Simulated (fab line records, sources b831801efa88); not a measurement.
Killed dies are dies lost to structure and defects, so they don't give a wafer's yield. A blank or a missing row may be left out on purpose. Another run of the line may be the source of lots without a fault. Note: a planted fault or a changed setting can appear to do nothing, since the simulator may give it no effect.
Chamber matching ; flow sky130 ; SKY_FIELD_ISO_CMP_27 on cmp-01 has 4 sister chambers
The step polishes, stops on Si3N4, t overpolish 16 s, target thk 457.8 nm. 4 wafers are shown with their chamber, then 8 later ones without.

## WAFERS WITH THEIR CHAMBER
wafer;chamber;motor_current_A (A)
L089.1;3;10.1
L089.2;1;13.3
L089.4;0;12.1
L090.3;2;13.8

## WAFERS WITH NO CHAMBER GIVEN
wafer;motor_current_A (A)
L090.5;9.8
L090.6;12.0
L093.1;12.1
L093.2;13.6
L093.5;11.6
L094.2;13.6
L094.3;13.9
L094.4;9.3

## THE CHAMBER EACH PASSED THROUGH
wafer;from the rows above;in truth
L090.5;3;3
L090.6;0;0
L093.1;0;0
L093.2;can't be placed: 2 or 1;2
L093.5;0;0
L094.2;can't be placed: 2 or 1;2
L094.3;can't be placed: 2 or 1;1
L094.4;3;3
Correctly placed: 5 of 8. Cannot be placed on the basis of these rows: 3; the candidates contain the true chamber in 3. Wrongly placed: 0.
How it was worked out, from the rows above alone: a wafer's distance from a chamber is the root of the sum, over the readings, of the square of ((its reading less the chamber's mean) divided by the reading's scatter). The wafer belongs to the nearest chamber; if the next one is less than 2 further off, it can't be placed. For every chamber, the mean is computed from those of its wafers that are shown. The scatter (one wafer shown for each chamber): square how far every hidden wafer sits from the nearest shown wafer, average those squares and take the square root.
